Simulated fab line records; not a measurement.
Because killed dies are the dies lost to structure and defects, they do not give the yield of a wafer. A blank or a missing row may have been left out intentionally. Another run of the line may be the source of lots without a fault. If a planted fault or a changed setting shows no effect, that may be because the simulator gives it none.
Which tool was responsible? || flow sfqLine || 14 lots (42 wafers sampled), 1 step of a 325-step route

## WHAT THE GAUGES READ, wafer by wafer
SFQ_I0_OVL_MEAS_908.
{"lot": "L998", "measured": "day 13 00:43", "on": "overlay-02", "I0_OVL (nm)": "4 6 8"}
{"lot": "L999", "measured": "day 13 08:20", "on": "overlay-02", "I0_OVL (nm)": "-1 3 1"}
{"lot": "L100", "measured": "day 13 13:07", "on": "overlay-02", "I0_OVL (nm)": "3 -5 1"}
{"lot": "L101", "measured": "day 13 20:19", "on": "overlay-02", "I0_OVL (nm)": "2 1 7"}
{"lot": "L103", "measured": "day 15 02:02", "on": "overlay-01", "I0_OVL (nm)": "-4 0 -2"}
{"lot": "L104", "measured": "day 15 14:03", "on": "overlay-02", "I0_OVL (nm)": "-4 6 5"}
{"lot": "L109", "measured": "day 17 17:24", "on": "overlay-02", "I0_OVL (nm)": "2 -2 2"}
{"lot": "L110", "measured": "day 17 22:11", "on": "overlay-01", "I0_OVL (nm)": "-6 -3 -4"}
{"lot": "L111", "measured": "day 18 04:11", "on": "overlay-02", "I0_OVL (nm)": "-1 -4 5"}
{"lot": "L112", "measured": "day 18 10:12", "on": "overlay-01", "I0_OVL (nm)": "8 6 12"}
{"lot": "L114", "measured": "day 18 23:24", "on": "overlay-02", "I0_OVL (nm)": "-9 0 2"}
{"lot": "L115", "measured": "day 19 10:11", "on": "overlay-01", "I0_OVL (nm)": "7 3 3"}
{"lot": "L117", "measured": "day 19 23:24", "on": "overlay-01", "I0_OVL (nm)": "0 -7 0"}
{"lot": "L118", "measured": "day 20 05:24", "on": "overlay-01", "I0_OVL (nm)": "-8 -4 -2"}

## TOOL THAT RAN EACH LOT (tool first, then ch and the chambers of the sampled wafers, then the start)
The record shows no process step preceding these readings.

## AS READ BY THE TOOLS THEMSELVES (means over the sampled wafers that have a number; for cases with no such wafer, the mark the record gives instead)
The record holds no such reading with a usual standard deviation.

## THE ANSWER, worked out from the rows above alone
Rule: the lots themselves supply what counts as usual. Put in order of their means at a reading, lots are off if they are a third of the lots or fewer, leave a main group of 4 or more, and stand apart from it by a gap of 3 or more times the standard deviation of the main group's means; of several such gaps the widest counts. A main group is skipped when, at the precision printed for the reading in the tables above, its means are all equal. A lot without any number at a reading at which 4 lots or more have one is off too. Where the step has rows for the other lots, those lots are counted as sound. Order of review: gauges by route order, followed by the tools' own readings, for which a lot's mean as printed above is used. The first step at which some lot is off is used, and at that step the reading that is off furthest; a lot without a number counts as furthest.
No lot is off on any of the readings shown, so nothing can be concluded from this.

## WHAT THE SIMULATOR HAD PUT IN
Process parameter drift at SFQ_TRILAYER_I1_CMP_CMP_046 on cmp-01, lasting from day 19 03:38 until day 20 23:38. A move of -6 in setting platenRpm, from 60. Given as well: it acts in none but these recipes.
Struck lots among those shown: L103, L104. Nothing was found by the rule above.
